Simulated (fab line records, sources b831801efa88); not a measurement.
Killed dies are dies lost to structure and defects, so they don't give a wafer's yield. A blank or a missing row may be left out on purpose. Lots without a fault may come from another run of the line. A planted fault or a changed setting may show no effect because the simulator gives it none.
fab line records | flow gf180mcu | part 2 of 2: steps 29 to 36 of 36
record lots=5 wafers=15 last_day=33
route steps=602 shown HV_LDD@197
lots that met no fault: from a run of the same line without faults
start_h: hours from the record's first day to the start of the lot's first wafer shown | wait_h: hours since the lot's step before | " the same as in the row above | L1.1+2: a row that stands for several wafers | - no value, or no start given | * or withheld: withheld | < > ~ a bound
route shown NAME@n: a module of which the file shows steps, and the number in the route of the first | usual: mean/standard deviation of fault-free wafers | same: alike in all rows | chamber/n: place in a boat | sites: the reading at each site | _std_site: their standard deviation | _edge_site: outer sites' mean less inner sites' | radius_mm: how far each site lies from the wafer's centre | mask NAME#n: copy n | behind: the tool/chamber that last shaped the wafer | hold: why the lot was held/for how many hours/how that ended | device: the transistor (n, p or np) that didn't switch | end of line: the same wafers' tests at the end of the route | a step without rows: its recipe alone | killed: dies lost to structure and defects at the first sort, not the wafer's yield | map: a wafer's dies, x killed, . not, _ none there
set.NAME: the setting as run; set.NAME@STEP: as run at that earlier step | model.NAME: the simulator's own value behind a step, which no gauge read
lots at some steps of the route; a table a step, a row a wafer
services: from which hour (start_h, from the record's first day; less than 0 if before it) a tool's chamber was out of use, for how many hours, and why
## steps
# step GF_HV_LDD_STRIP_49
# recipe chemistry=O2/N2 power_w=1400 pressure_mtorr=1500 platen_temp_c=250 o2_flow_sccm=3000 n2_flow_sccm=300 overash_fraction=0.5
# usual chamber_pressure_mTorr=1499.9/1.4 drypump_motor_current_A=5.8/0.44 heater_power_w=335/51 oes_product_au=0.716/0.0044 strip_time_to_endpoint_s=12.63/0.037
# columns lot.wafer tool chamber start_h wait_h chamber_pressure_mTorr drypump_motor_current_A heater_power_w oes_product_au rf_hours_counter_h strip_time_to_endpoint_s
L077.2 plasma_asher-03 0 295.08 0.1 1498.6 5.7 313 0.714 15 12.62
L077.5 " 1 " " 1502.9 4.9 335 0.713 - 12.58
L077.6 " 0 " " 1500.9 5.7 301 0.727 - 12.61
L080.2 plasma_asher-04 1 319.93 0.1 1499.0 6.1 395 0.715 54 12.72
L080.3 " 1 " " 1502.1 6.0 384 0.713 - 12.67
L080.4 " 0 " " 1498.6 6.0 271 0.715 - 12.67
L087.2 plasma_asher-03 0 378.04 0.1 1499.1 5.7 310 0.720 23 12.65
L087.5 " 0 " " 1498.3 5.7 310 0.718 - 12.64
L087.6 " 1 " " 1498.9 4.8 326 0.717 - 12.60
L090.1 plasma_asher-02 1 400.09 0.1 1500.3 6.3 418 0.715 82 12.59
L090.3 " 1 " " 1497.7 6.3 421 0.714 - 12.61
L090.6 " 1 " " 1501.1 6.3 411 0.715 - 12.60
L093.3 plasma_asher-04 1 428.48 0.1 1499.4 6.0 395 0.715 - 12.65
L093.5 " 1 " " 1500.9 6.1 390 0.716 - 12.63
L093.6 " 0 " " 1499.4 5.9 277 0.710 - 12.60
# step GF_HV_LDD_TW_MEAS_50
# usual HV_LDD_4_TW=566/6.9
# columns lot.wafer tool chamber start_h wait_h HV_LDD_4_TW
L077.2 film_metro-04 - 295.19 0.1 563
L077.5 " - " " 566
L077.6 " - " " 560
L080.2 film_metro-01 - 320.04 0.1 578
L080.3 " - " " 578
L080.4 " - " " 578
L087.2 film_metro-01 - 378.15 0.1 578
L087.5 " - " " 579
L087.6 " - " " 578
L090.1 film_metro-03 - 400.19 0.1 560
L090.3 " - " " 561
L090.6 " - " " 562
L093.3 film_metro-03 - 428.56 0.1 561
L093.5 " - " " 564
L093.6 " - " " 564
# step GF_HV_LDD_CLEAN_51
# recipe chemistry=SC1/SC2 mix=1:4:20 temp_c=70 time_s=150 dry=n2_spin
# usual bath_guard_temp_C=69.9/0.36
# columns lot.wafer tool chamber start_h wait_h bath_guard_temp_C
L077.2 wet_bench-03 3 295.24 0.0 70.0
L077.5 " 3 " " 69.8
L077.6 " 3 " " 69.6
L080.2 wet_bench-04 1 320.09 0.0 69.6
L080.3 " 1 " " 69.4
L080.4 " 1 " " 69.3
L087.2 wet_bench-01 2 378.20 0.0 70.0
L087.5 " 2 " " 69.6
L087.6 " 2 " " 69.6
L090.1 wet_bench-04 2 400.25 0.1 69.8
L090.3 " 2 " " 69.5
L090.6 " 2 " " 69.8
L093.3 wet_bench-04 1 428.60 0.0 69.5
L093.5 " 1 " " 69.6
L093.6 " 1 " " 69.5
# step GF_HV_LDD_RTA_52
# recipe temp_c=1000 time_s=10 ambient=N2
# usual lamp_power_pct=34.9/0.65 wafer_temp_C_max=1004.3/1.2
# columns lot.wafer tool chamber start_h wait_h lamp_power_pct wafer_temp_C_max
L077.2 rtp_anneal-01 0 295.30 0.0 34.2 1002.2
L077.5 " 0 " " 34.2 1003.2
L077.6 " 0 " " 34.2 1002.8
L080.2 rtp_anneal-02 0 320.15 0.0 35.5 1005.6
L080.3 " 0 " " 35.5 1004.7
L080.4 " 0 " " 35.5 1006.3
L087.2 rtp_anneal-02 0 378.28 0.0 35.5 1005.1
L087.5 " 0 " " 35.5 1005.8
L087.6 " 0 " " 35.4 1003.9
L090.1 rtp_anneal-02 0 400.30 0.0 35.5 1004.3
L090.3 " 0 " " 35.5 1004.3
L090.6 " 0 " " 35.5 1004.5
L093.3 rtp_anneal-01 0 428.68 0.0 34.2 1004.4
L093.5 " 0 " " 34.2 1003.6
L093.6 " 0 " " 34.1 1002.1
# step GF_HV_LDD_RS_MEAS_53
# recipe thk_meas_gauge=four-point-probe
# usual HV_LDD_RS=418.2/1.1
# columns lot.wafer tool chamber start_h wait_h HV_LDD_RS[ohm/sq]
L077.2 film_metro-03 - 295.38 0.1 418.8
L077.5 " - " " 418.7
L077.6 " - " " 418.2
L080.2 film_metro-01 - 320.23 0.1 418.9
L080.3 " - " " 419.3
L080.4 " - " " 419.7
L087.2 film_metro-04 - 378.35 0.1 419.9
L087.5 " - " " 419.9
L087.6 " - " " 419.5
L090.1 film_metro-04 - 400.37 0.1 416.7
L090.3 " - " " 418.4
L090.6 " - " " 418.8
L093.3 film_metro-03 - 428.76 0.1 416.9
L093.5 " - " " 418.2
L093.6 " - " " 417.1
# step GF_HV_LDD_CVD_54
# recipe material=SiO2 target_thk_nm=10 precursor=TEOS temp_c=680 time_s=75 pressure_mtorr=400
# usual spike_tc_bottom_C=698.4/1.8 zone_power_centre_pct=10.88/0.3 zone_power_upper_pct=10.08/0.2
# columns lot.wafer tool chamber start_h wait_h spike_tc_bottom_C zone_power_centre_pct zone_power_upper_pct
L077.2 lpcvd-02 0 295.48 0.1 701.4 11.24 10.22
L077.5 " 0 " " 700.1 11.21 10.39
L077.6 " 0 " " 699.8 11.48 10.06
L080.2 lpcvd-02 1 320.33 0.1 699.6 10.64 9.93
L080.3 " 1 " " 699.0 10.81 9.86
L080.4 " 1 " " 696.8 10.60 10.09
L087.2 lpcvd-01 1 378.45 0.1 697.2 10.67 10.24
L087.5 " 1 " " 695.5 10.56 10.24
L087.6 " 1 " " 696.2 10.75 10.42
L090.1 lpcvd-01 1 400.49 0.1 697.0 10.81 10.30
L090.3 " 1 " " 696.2 10.65 10.41
L090.6 " 1 " " 698.9 10.88 10.14
L093.3 lpcvd-01 1 428.84 0.1 696.1 10.68 10.26
L093.5 " 1 " " 696.3 10.68 10.37
L093.6 " 1 " " 697.0 10.77 10.33
# step GF_HV_LDD_THK_MEAS_55
# recipe reads=SiO2_of_HV_LDD_CVD_54
# usual HV_LDD_CVD_54_THK=10.05/0.13
# columns lot.wafer tool chamber start_h wait_h HV_LDD_CVD_54_THK[nm]
L077.2 film_metro-01 - 296.51 0.0 9.91
L077.5 " - " " 10.00
L077.6 " - " " 10.02
L080.2 film_metro-03 - 321.36 0.0 10.16
L080.3 " - " " 10.32
L080.4 " - " " 10.10
L087.2 film_metro-01 - 379.48 0.0 9.93
L087.5 " - " " 9.91
L087.6 " - " " 10.04
L090.1 film_metro-01 - 402.02 0.0 10.00
L090.3 " - " " 9.81
L090.6 " - " " 9.97
L093.3 film_metro-03 - 429.88 0.0 9.91
L093.5 " - " " 9.85
L093.6 " - " " 9.72
# step GF_HV_LDD_CVD_56
# recipe material=Si3N4 precursor=DCS/NH3 target_thk_nm=90 temp_c=770 time_s=1543 pressure_mtorr=250
# usual spike_tc_bottom_C=787.3/1.6 zone_power_centre_pct=13.6/0.37 zone_power_upper_pct=12.75/0.24
# columns lot.wafer tool chamber start_h wait_h spike_tc_bottom_C zone_power_centre_pct zone_power_upper_pct
L077.2 lpcvd-01 1 296.56 0.0 785.0 13.4 13.22
L077.5 " 1 " " 784.5 13.5 13.16
L077.6 " 1 " " 786.5 13.4 12.99
L080.2 lpcvd-01 0 321.41 0.0 786.3 13.5 12.57
L080.3 " 0 " " 788.4 13.0 12.51
L080.4 " 0 " " 785.7 13.4 12.57
L087.2 lpcvd-02 1 379.53 0.0 787.7 13.3 12.69
L087.5 " 1 " " 787.5 13.3 12.52
L087.6 " 1 " " 789.4 13.2 12.76
L090.1 lpcvd-02 1 403.11 1.1 787.0 13.4 12.90
L090.3 " 1 " " 787.9 13.4 12.77
L090.6 " 1 " " 787.6 13.5 12.66
L093.3 lpcvd-01 0 429.92 0.0 786.4 13.3 12.55
L093.5 " 0 " " 785.8 13.6 12.51
L093.6 " 0 " " 785.8 13.4 12.44
## services
# columns tool chamber start_h hours kind
implanter-01 - 239.25 5.1 pm
iline_stepper-02 - 250.93 3.0 repair
wet_bench-04 - 268.45 49.4 pm
iline_stepper-01 0 296.86 - calibration
plasma_asher-02 - 304.29 7.7 repair
implanter-03 - 317.24 4.3 repair
iline_stepper-02 0 317.28 - calibration
iline_stepper-01 - 322.40 1.7 pm
plasma_asher-03 - 347.91 2.8 pm
implanter-01 - 358.43 18.4 pm
plasma_asher-03 - 369.06 0.9 repair
implanter-04 - 369.92 4.4 pm
implanter-04 - 378.10 2.3 repair
plasma_asher-03 - 399.25 2.2 repair
lpcvd-02 - 417.86 17.2 pm
plasma_asher-02 - 421.25 9.0 pm
plasma_asher-02 0 421.25 9.0 vent_cycle
plasma_asher-02 1 421.25 9.0 vent_cycle
